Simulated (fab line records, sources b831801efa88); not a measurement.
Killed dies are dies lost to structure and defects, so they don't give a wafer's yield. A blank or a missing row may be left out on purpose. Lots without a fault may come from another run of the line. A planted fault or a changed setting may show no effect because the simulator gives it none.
fab line records | flow sky130 | part 1 of 2: steps 1 to 32 of 43
record lots=5 wafers=15 last_day=49
route steps=708 shown LDD_HVN@269 LDD_HVP@278 LDD_LDN@289 SPACER@304 POLY_CUT@307
lots that met no fault: from a run of the same line without faults
start_h: hours from the record's first day to the start of the lot's first wafer shown | wait_h: hours since the lot's step before | " the same as in the row above | L1.1+2: a row that stands for several wafers | - no value, or no start given | * or withheld: withheld | < > ~ a bound
route shown NAME@n: a module of which the file shows steps, and the number in the route of the first | usual: mean/standard deviation of fault-free wafers | same: alike in all rows | chamber/n: place in a boat | sites: the reading at each site | _std_site: their standard deviation | _edge_site: outer sites' mean less inner sites' | radius_mm: how far each site lies from the wafer's centre | mask NAME#n: copy n | behind: the tool/chamber that last shaped the wafer | hold: why the lot was held/for how many hours/how that ended | device: the transistor (n, p or np) that didn't switch | end of line: the same wafers' tests at the end of the route | a step without rows: its recipe alone | killed: dies lost to structure and defects at the first sort, not the wafer's yield | map: a wafer's dies, x killed, . not, _ none there
set.NAME: the setting as run; set.NAME@STEP: as run at that earlier step | model.NAME: the simulator's own value behind a step, which no gauge read
lots at some steps of the route; a table a step, a row a wafer
services: from which hour (start_h, from the record's first day; less than 0 if before it) a tool's chamber was out of use, for how many hours, and why
## steps
# step SKY_LDD_HVN_COAT_02
# recipe resist=NOVOLAK spin_rpm=3000 resist_thk_nm=300
# usual spin_speed_rpm=2999.6/1.9
# columns lot.wafer tool chamber start_h wait_h spin_speed_rpm
L076.1 litho_track-02 0 463.18 0.1 2997.9
L076.2 " 0 " " 3000.1
L076.5 " 0 " " 2997.8
L080.2 litho_track-04 0 504.49 0.1 2999.3
L080.5 " 0 " " 2996.5
L080.6 " 0 " " 3000.4
L081.4 litho_track-04 0 515.54 0.1 3001.2
L081.5 " 0 " " 3000.3
L081.6 " 0 " " 2998.2
L087.3 litho_track-03 0 567.02 0.1 2998.9
L087.4 " 0 " " 3000.0
L087.5 " 0 " " 2998.4
L090.1 litho_track-04 0 587.32 0.1 3003.4
L090.3 " 0 " " 3001.5
L090.6 " 0 " " 3000.0
# step SKY_LDD_HVN_SOFTBAKE_03
# recipe temp_c=90 time_s=60 resist=NOVOLAK
# columns lot.wafer tool chamber start_h wait_h
L076.1+2+5 litho_track-02 0 463.33 0.1
L080.2+5+6 litho_track-04 0 504.64 0.1
L081.4+5+6 litho_track-04 0 515.69 0.1
L087.3+4+5 litho_track-03 0 567.17 0.1
L090.1+3+6 litho_track-04 0 587.47 0.1
# step SKY_LDD_HVN_EXPOSE_04
# recipe mask_id=HVNTM na=0.6 source_shape=conventional sigma_outer=0.6 polarization=unpolarized target_cd_nm=700 dose_mj=127
# usual focus_offset_nm=0.0/0.49 reticle_temp_C=22.98/0.11
# columns lot.wafer tool chamber start_h wait_h mask focus_offset_nm reticle_temp_C
L076.1 iline_stepper-02 0 - - HVNTM#0 -1.1 22.96
L076.2 " 0 " " HVNTM#0 -0.3 23.04
L076.5 " 0 " " HVNTM#0 -0.7 23.01
L080.2 iline_stepper-01 0 - - HVNTM#0 0.2 22.94
L080.5 " 0 " " HVNTM#0 0.7 23.12
L080.6 " 0 " " HVNTM#0 0.0 23.14
L081.4 iline_stepper-02 0 - - HVNTM#0 -0.6 22.99
L081.5 " 0 " " HVNTM#0 -0.2 22.85
L081.6 " 0 " " HVNTM#0 -0.5 22.88
L087.3 iline_stepper-01 0 - - HVNTM#0 0.5 22.90
L087.4 " 0 " " HVNTM#0 1.0 22.88
L087.5 " 0 " " HVNTM#0 0.6 23.09
L090.1 iline_stepper-01 0 - - HVNTM#0 0.3 23.02
L090.3 " 0 " " HVNTM#0 -0.4 22.94
L090.6 " 0 " " HVNTM#0 0.1 22.87
# step SKY_LDD_HVN_PEB_05
# recipe temp_c=withheld time_s=* resist=NOVOLAK
# columns lot.wafer tool chamber start_h wait_h
L076.1+2+5 litho_track-02 0 - -
L080.2+5+6 litho_track-03 0 - -
L081.4+5+6 litho_track-04 0 - -
L087.3+4+5 litho_track-04 0 - -
L090.1+3+6 litho_track-02 0 - -
# step SKY_LDD_HVN_DEVELOP_06
# recipe resist=NOVOLAK developer=TMAH develop_time_s=60 dev_temp_c=23
# columns lot.wafer tool chamber start_h wait_h
L076.1+2+5 litho_track-02 0 478.78 0.1
L080.2+5+6 litho_track-03 0 519.74 0.1
L081.4+5+6 litho_track-04 0 531.14 0.1
L087.3+4+5 litho_track-04 0 581.37 0.1
L090.1+3+6 litho_track-02 0 602.13 0.1
# step SKY_LDD_HVN_OVL_MEAS_07
# usual LDD_HVN_OVL=-1.3/1.3
# columns lot.wafer tool chamber start_h wait_h LDD_HVN_OVL[nm]
L076.1 overlay-02 - 478.93 0.1 -1.9
L076.2 " - " " -2.8
L076.5 " - " " -0.8
L080.2 overlay-02 - 519.87 0.1 -2.0
L080.5 " - " " -3.6
L080.6 " - " " -1.8
L081.4 overlay-01 - 531.23 0.1 0.0
L081.5 " - " " -0.7
L081.6 " - " " 0.4
L087.3 overlay-01 - 581.48 0.1 -1.7
L087.4 " - " " -0.8
L087.5 " - " " -2.5
L090.1 overlay-02 - 602.28 0.1 -0.5
L090.3 " - " " -1.4
L090.6 " - " " 0.0
# step SKY_LDD_HVN_IMPLANT_08
# recipe species=P energy_kev=60 dose_cm2=3e+13 tilt_deg=40
# same implant_ion_amu=31
# columns lot.wafer tool chamber start_h wait_h
L076.1+2+5 implanter-02 0 478.97 0.0
L080.2+5+6 implanter-04 0 519.93 0.0
L081.4+5+6 implanter-02 0 531.33 0.1
L087.3+4+5 implanter-04 0 581.55 0.1
L090.1+3+6 implanter-02 0 602.32 0.0
# step SKY_LDD_HVN_STRIP_09
# recipe chemistry=O2/N2 power_w=1400 pressure_mtorr=1500 platen_temp_c=withheld o2_flow_sccm=3000 n2_flow_sccm=300 overash_fraction=0.5
# usual drypump_motor_current_A=5.8/0.58 oes_product_au=0.408/0.0046 strip_time_to_endpoint_s=4.131/0.014
# columns lot.wafer tool chamber start_h wait_h drypump_motor_current_A oes_product_au rf_hours_counter_h strip_time_to_endpoint_s
L076.1 plasma_asher-01 0 479.12 0.1 6.6 0.406 35 4.145
L076.2 " 1 " " 5.4 0.409 35 4.117
L076.5 " 0 " " 6.5 0.411 - 4.163
L080.2 plasma_asher-01 0 520.05 0.1 6.6 0.414 40 4.141
L080.5 " 1 " " 5.4 0.405 - 4.129
L080.6 " 0 " " 6.6 0.418 - 4.130
L081.4 plasma_asher-01 1 531.44 0.1 5.4 0.409 - 4.113
L081.5 " 0 " " 6.6 0.404 - 4.103
L081.6 " 1 " " 5.4 0.404 - 4.113
L087.3 plasma_asher-01 0 581.69 0.1 6.6 0.412 - 4.144
L087.4 " 1 " " 5.4 0.405 - 4.141
L087.5 " 1 " " 5.4 0.409 - 4.126
L090.1 plasma_asher-04 0 602.47 0.1 5.3 0.402 91 4.105
L090.3 " 1 " " 5.3 0.407 - 4.149
L090.6 " 1 " " 5.3 0.412 - 4.129
# step SKY_LDD_HVN_TW_MEAS_10
# usual LDD_HVN_TW=1437/10
# columns lot.wafer tool chamber start_h wait_h LDD_HVN_TW
L076.1 film_metro-02 - 479.22 0.1 1443
L076.2 " - " " 1443
L076.5 " - " " 1438
L080.2 film_metro-04 - 520.16 0.1 1429
L080.5 " - " " 1429
L080.6 " - " " 1431
L081.4 film_metro-02 - 531.53 0.1 1427
L081.5 " - " " 1432
L081.6 " - " " 1428
L087.3 film_metro-02 - 581.77 0.1 1438
L087.4 " - " " 1439
L087.5 " - " " 1440
L090.1 film_metro-04 - 602.57 0.1 1431
L090.3 " - " " 1432
L090.6 " - " " 1429
# step SKY_LDD_HVP_DEHYDRATE_00
# recipe temp_c=200 time_s=60
# columns lot.wafer tool chamber start_h wait_h
L076.1+2+5 litho_track-02 0 492.83 13.6
L080.2+5+6 litho_track-04 0 534.29 14.1
L081.4+5+6 litho_track-04 0 545.79 14.2
L087.3+4+5 litho_track-01 0 596.21 14.4
L090.1+3+6 litho_track-02 0 616.48 13.9
# step SKY_LDD_HVP_HMDS_01
# recipe prime_time_s=60 prime_temp_c=120
# same prime_time_s=60
# columns lot.wafer tool chamber start_h wait_h
L076.1+2+5 litho_track-02 0 492.98 0.1
L080.2+5+6 litho_track-04 0 534.44 0.1
L081.4+5+6 litho_track-04 0 545.94 0.1
L087.3+4+5 litho_track-01 0 596.36 0.1
L090.1+3+6 litho_track-02 0 616.63 0.1
# step SKY_LDD_HVP_COAT_02
# recipe resist=NOVOLAK spin_rpm=3000 resist_thk_nm=300
# usual spin_speed_rpm=3000.1/2
# columns lot.wafer tool chamber start_h wait_h spin_speed_rpm
L076.1 litho_track-02 0 493.13 0.1 2998.5
L076.2 " 0 " " 2999.4
L076.5 " 0 " " 2999.5
L080.2 litho_track-04 0 534.59 0.1 3000.1
L080.5 " 0 " " 2998.9
L080.6 " 0 " " 2996.3
L081.4 litho_track-04 0 546.09 0.1 2998.2
L081.5 " 0 " " 2999.0
L081.6 " 0 " " 2999.2
L087.3 litho_track-01 0 596.51 0.1 3003.1
L087.4 " 0 " " 3001.0
L087.5 " 0 " " 3002.7
L090.1 litho_track-02 0 616.78 0.1 3000.4
L090.3 " 0 " " 2999.9
L090.6 " 0 " " 2999.9
# step SKY_LDD_HVP_SOFTBAKE_03
# recipe temp_c=90 time_s=60 resist=NOVOLAK
# columns lot.wafer tool chamber start_h wait_h
L076.1+2+5 litho_track-02 0 493.28 0.1
L080.2+5+6 litho_track-04 0 534.74 0.1
L081.4+5+6 litho_track-04 0 546.24 0.1
L087.3+4+5 litho_track-01 0 596.66 0.1
L090.1+3+6 litho_track-02 0 616.93 0.1
# step SKY_LDD_HVP_EXPOSE_04
# recipe mask_id=HVPTM na=0.6 source_shape=conventional sigma_outer=0.6 polarization=unpolarized target_cd_nm=700 dose_mj=86
# usual focus_offset_nm=-0.1/0.56 reticle_temp_C=23.00/0.11
# columns lot.wafer tool chamber start_h wait_h mask focus_offset_nm reticle_temp_C
L076.1 iline_stepper-01 0 - - HVPTM#0 0.5 22.94
L076.2 " 0 " " HVPTM#0 0.2 23.07
L076.5 " 0 " " HVPTM#0 -0.2 23.19
L080.2 iline_stepper-01 0 - - HVPTM#0 0.1 22.91
L080.5 " 0 " " HVPTM#0 0.8 23.03
L080.6 " 0 " " HVPTM#0 1.0 23.08
L081.4 iline_stepper-02 0 - - HVPTM#0 -0.1 23.04
L081.5 " 0 " " HVPTM#0 -0.2 23.04
L081.6 " 0 " " HVPTM#0 -0.7 22.99
L087.3 iline_stepper-02 0 - - HVPTM#0 0.5 22.79
L087.4 " 0 " " HVPTM#0 0.7 22.86
L087.5 " 0 " " HVPTM#0 0.5 22.83
L090.1 iline_stepper-02 0 - - HVPTM#0 1.2 22.87
L090.3 " 0 " " HVPTM#0 0.0 22.85
L090.6 " 0 " " HVPTM#0 0.8 23.12
# step SKY_LDD_HVP_PEB_05
# recipe temp_c=withheld time_s=* resist=NOVOLAK
# columns lot.wafer tool chamber start_h wait_h
L076.1+2+5 litho_track-01 0 - -
L080.2+5+6 litho_track-01 0 - -
L081.4+5+6 litho_track-01 0 - -
L087.3+4+5 litho_track-01 0 - -
L090.1+3+6 litho_track-01 0 - -
# step SKY_LDD_HVP_DEVELOP_06
# recipe resist=NOVOLAK developer=TMAH develop_time_s=60 dev_temp_c=23
# columns lot.wafer tool chamber start_h wait_h
L076.1+2+5 litho_track-01 0 508.91 0.1
L080.2+5+6 litho_track-01 0 549.84 0.1
L081.4+5+6 litho_track-01 0 561.19 0.1
L087.3+4+5 litho_track-01 0 611.31 0.1
L090.1+3+6 litho_track-01 0 631.96 0.1
# step SKY_LDD_HVP_OVL_MEAS_07
# usual LDD_HVP_OVL=0.5/1.4
# columns lot.wafer tool chamber start_h wait_h LDD_HVP_OVL[nm]
L076.1 overlay-02 - 509.06 0.1 -0.6
L076.2 " - " " 0.5
L076.5 " - " " -0.7
L080.2 overlay-01 - 549.97 0.1 -1.7
L080.5 " - " " 0.4
L080.6 " - " " -2.8
L081.4 overlay-02 - 561.28 0.1 1.4
L081.5 " - " " 0.0
L081.6 " - " " 0.6
L087.3 overlay-01 - 611.43 0.1 -1.3
L087.4 " - " " -1.6
L087.5 " - " " -2.8
L090.1 overlay-02 - 632.11 0.1 0.5
L090.3 " - " " -0.1
L090.6 " - " " 0.2
# step SKY_LDD_HVP_IMPLANT_08
# recipe species=B energy_kev=20 dose_cm2=1.7e+13 tilt_deg=17.9
# same implant_ion_amu=11
# columns lot.wafer tool chamber start_h wait_h
L076.1+2+5 implanter-04 0 509.10 0.0
L080.2+5+6 implanter-03 0 550.02 0.0
L081.4+5+6 implanter-03 0 561.37 0.1
L087.3+4+5 implanter-01 0 611.75 0.3
L090.1+3+6 implanter-04 0 632.15 0.0
# step SKY_LDD_HVP_STRIP_09
# recipe chemistry=O2/N2 power_w=1400 pressure_mtorr=1500 platen_temp_c=withheld o2_flow_sccm=3000 n2_flow_sccm=300 overash_fraction=0.5
# usual drypump_motor_current_A=5.5/0.42 oes_product_au=0.408/0.0041 strip_time_to_endpoint_s=4.132/0.016
# columns lot.wafer tool chamber start_h wait_h drypump_motor_current_A oes_product_au rf_hours_counter_h strip_time_to_endpoint_s
L076.1 plasma_asher-03 0 509.25 0.1 6.4 0.410 68 4.121
L076.2 " 1 " " 5.3 0.406 68 4.132
L076.5 " 0 " " 6.4 0.401 - 4.109
L080.2 plasma_asher-03 0 550.15 0.1 6.5 0.410 72 4.106
L080.5 " 0 " " 6.5 0.405 - 4.112
L080.6 " 1 " " 5.4 0.404 - 4.114
L081.4 plasma_asher-04 1 561.48 0.1 5.3 0.405 - 4.110
L081.5 " 0 " " 5.3 0.405 - 4.122
L081.6 " 1 " " 5.3 0.410 - 4.099
L087.3 plasma_asher-02 0 611.89 0.1 5.5 0.416 - 4.114
L087.4 " 1 " " 5.4 0.412 - 4.127
L087.5 " 1 " " 5.5 0.408 - 4.111
L090.1 plasma_asher-03 1 632.30 0.1 5.3 0.412 81 4.148
L090.3 " 0 " " 6.4 0.405 - 4.145
L090.6 " 1 " " 5.4 0.410 - 4.135
# step SKY_LDD_HVP_TW_MEAS_10
# usual LDD_HVP_TW=457/3.2
# columns lot.wafer tool chamber start_h wait_h LDD_HVP_TW
L076.1 film_metro-01 - 509.35 0.1 457
L076.2 " - " " 458
L076.5 " - " " 457
L080.2 film_metro-03 - 550.26 0.1 458
L080.5 " - " " 461
L080.6 " - " " 459
L081.4 film_metro-04 - 561.58 0.1 448
L081.5 " - " " 450
L081.6 " - " " 452
L087.3 film_metro-03 - 611.97 0.1 461
L087.4 " - " " 461
L087.5 " - " " 458
L090.1 film_metro-04 - 632.40 0.1 458
L090.3 " - " " 453
L090.6 " - " " 456
# step SKY_LDD_LDN_DEHYDRATE_00
# recipe temp_c=200 time_s=60
# columns lot.wafer tool chamber start_h wait_h
L076.1+2+5 litho_track-04 0 523.42 14.1
L080.2+5+6 litho_track-04 0 564.54 14.3
L081.4+5+6 litho_track-01 0 576.19 14.6
L087.3+4+5 litho_track-01 0 625.71 13.7
L090.1+3+6 litho_track-03 0 646.52 14.1
# step SKY_LDD_LDN_HMDS_01
# recipe prime_time_s=60 prime_temp_c=120
# same prime_time_s=60
# columns lot.wafer tool chamber start_h wait_h
L076.1+2+5 litho_track-04 0 523.57 0.1
L080.2+5+6 litho_track-04 0 564.69 0.1
L081.4+5+6 litho_track-01 0 576.34 0.1
L087.3+4+5 litho_track-01 0 625.86 0.1
L090.1+3+6 litho_track-03 0 646.67 0.1
# step SKY_LDD_LDN_COAT_02
# recipe resist=NOVOLAK spin_rpm=3000 resist_thk_nm=1140
# usual spin_speed_rpm=2999.8/1.6
# columns lot.wafer tool chamber start_h wait_h spin_speed_rpm
L076.1 litho_track-04 0 523.72 0.1 3000.2
L076.2 " 0 " " 2998.3
L076.5 " 0 " " 2998.8
L080.2 litho_track-04 0 564.84 0.1 2999.9
L080.5 " 0 " " 2997.4
L080.6 " 0 " " 2999.8
L081.4 litho_track-01 0 576.49 0.1 2997.5
L081.5 " 0 " " 3000.6
L081.6 " 0 " " 2998.4
L087.3 litho_track-01 0 626.01 0.1 2999.6
L087.4 " 0 " " 2998.6
L087.5 " 0 " " 3000.3
L090.1 litho_track-03 0 646.82 0.1 3001.5
L090.3 " 0 " " 3002.3
L090.6 " 0 " " 3000.9
# step SKY_LDD_LDN_SOFTBAKE_03
# recipe temp_c=90 time_s=60 resist=NOVOLAK
# columns lot.wafer tool chamber start_h wait_h
L076.1+2+5 litho_track-04 0 523.87 0.1
L080.2+5+6 litho_track-04 0 564.99 0.1
L081.4+5+6 litho_track-01 0 576.64 0.1
L087.3+4+5 litho_track-01 0 626.16 0.1
L090.1+3+6 litho_track-03 0 646.97 0.1
# step SKY_LDD_LDN_EXPOSE_04
# recipe mask_id=LDNTM na=0.6 source_shape=conventional sigma_outer=0.6 polarization=unpolarized target_cd_nm=700 dose_mj=140
# usual focus_offset_nm=0.1/0.52 reticle_temp_C=23.00/0.12
# columns lot.wafer tool chamber start_h wait_h mask focus_offset_nm reticle_temp_C
L076.1 iline_stepper-01 0 - - LDNTM#0 -0.8 23.05
L076.2 " 0 " " LDNTM#0 0.8 22.92
L076.5 " 0 " " LDNTM#0 0.0 22.77
L080.2 iline_stepper-02 0 - - LDNTM#0 0.1 23.03
L080.5 " 0 " " LDNTM#0 -0.3 22.94
L080.6 " 0 " " LDNTM#0 -0.7 23.07
L081.4 iline_stepper-01 0 - - LDNTM#0 0.0 23.07
L081.5 " 0 " " LDNTM#0 0.1 23.10
L081.6 " 0 " " LDNTM#0 0.4 23.13
L087.3 iline_stepper-02 0 - - LDNTM#0 0.4 23.04
L087.4 " 0 " " LDNTM#0 -0.3 23.02
L087.5 " 0 " " LDNTM#0 0.3 22.89
L090.1 iline_stepper-01 0 - - LDNTM#0 0.3 22.84
L090.3 " 0 " " LDNTM#0 -0.8 22.81
L090.6 " 0 " " LDNTM#0 0.4 22.95
# step SKY_LDD_LDN_PEB_05
# recipe temp_c=withheld time_s=* resist=NOVOLAK
# columns lot.wafer tool chamber start_h wait_h
L076.1+2+5 litho_track-04 0 - -
L080.2+5+6 litho_track-04 0 - -
L081.4+5+6 litho_track-01 0 - -
L087.3+4+5 litho_track-01 0 - -
L090.1+3+6 litho_track-04 0 - -
# step SKY_LDD_LDN_DEVELOP_06
# recipe resist=NOVOLAK developer=TMAH develop_time_s=60 dev_temp_c=23
# columns lot.wafer tool chamber start_h wait_h
L076.1+2+5 litho_track-04 0 539.32 0.1
L080.2+5+6 litho_track-04 0 579.49 0.1
L081.4+5+6 litho_track-01 0 589.94 0.1
L087.3+4+5 litho_track-01 0 640.61 0.1
L090.1+3+6 litho_track-04 0 661.72 0.1
# step SKY_LDD_LDN_OVL_MEAS_07
# usual LDD_LDN_OVL=-0.3/1.5
# columns lot.wafer tool chamber start_h wait_h LDD_LDN_OVL[nm]
L076.1 overlay-01 - 539.47 0.1 -0.9
L076.2 " - " " -2.4
L076.5 " - " " 0.1
L080.2 overlay-01 - 579.62 0.1 0.9
L080.5 " - " " 0.9
L080.6 " - " " 2.4
L081.4 overlay-01 - 590.03 0.1 -0.3
L081.5 " - " " 0.4
L081.6 " - " " -0.3
L087.3 overlay-02 - 640.73 0.1 -1.9
L087.4 " - " " -2.1
L087.5 " - " " -0.8
L090.1 overlay-01 - 661.87 0.1 -0.7
L090.3 " - " " -0.5
L090.6 " - " " -0.1
# step SKY_LDD_LDN_IMPLANT_08
# recipe species=As energy_kev=15 dose_cm2=1.25e+13 tilt_deg=withheld rotation_deg=23
# same implant_ion_amu=75
# columns lot.wafer tool chamber start_h wait_h
L076.1+2+5 implanter-01 0 539.50 0.0
L080.2+5+6 implanter-02 0 579.68 0.0
L081.4+5+6 implanter-02 0 590.12 0.1
L087.3+4+5 implanter-01 0 640.80 0.1
L090.1+3+6 implanter-01 0 661.90 0.0
# step SKY_LDD_LDN_IMPLANT_09
# recipe species=As energy_kev=15 dose_cm2=1.25e+13 tilt_deg=withheld rotation_deg=113
# same implant_ion_amu=75
# columns lot.wafer tool chamber start_h wait_h
L076.1+2+5 implanter-01 0 539.65 0.1
L080.2+5+6 implanter-02 0 579.83 0.1
L081.4+5+6 implanter-02 0 590.27 0.1
L087.3+4+5 implanter-01 0 640.95 0.1
L090.1+3+6 implanter-01 0 662.05 0.1
# step SKY_LDD_LDN_IMPLANT_10
# recipe species=As energy_kev=15 dose_cm2=1.25e+13 tilt_deg=withheld rotation_deg=203
# same implant_ion_amu=75
# columns lot.wafer tool chamber start_h wait_h
L076.1+2+5 implanter-01 0 539.80 0.1
L080.2+5+6 implanter-02 0 579.98 0.1
L081.4+5+6 implanter-02 0 590.42 0.1
L087.3+4+5 implanter-01 0 641.10 0.1
L090.1+3+6 implanter-01 0 662.20 0.1
# step SKY_LDD_LDN_IMPLANT_11
# recipe species=As energy_kev=15 dose_cm2=1.25e+13 tilt_deg=withheld rotation_deg=293
# same implant_ion_amu=75
# columns lot.wafer tool chamber start_h wait_h
L076.1+2+5 implanter-01 0 539.95 0.1
L080.2+5+6 implanter-02 0 580.13 0.1
L081.4+5+6 implanter-02 0 590.57 0.1
L087.3+4+5 implanter-01 0 641.25 0.1
L090.1+3+6 implanter-01 0 662.35 0.1
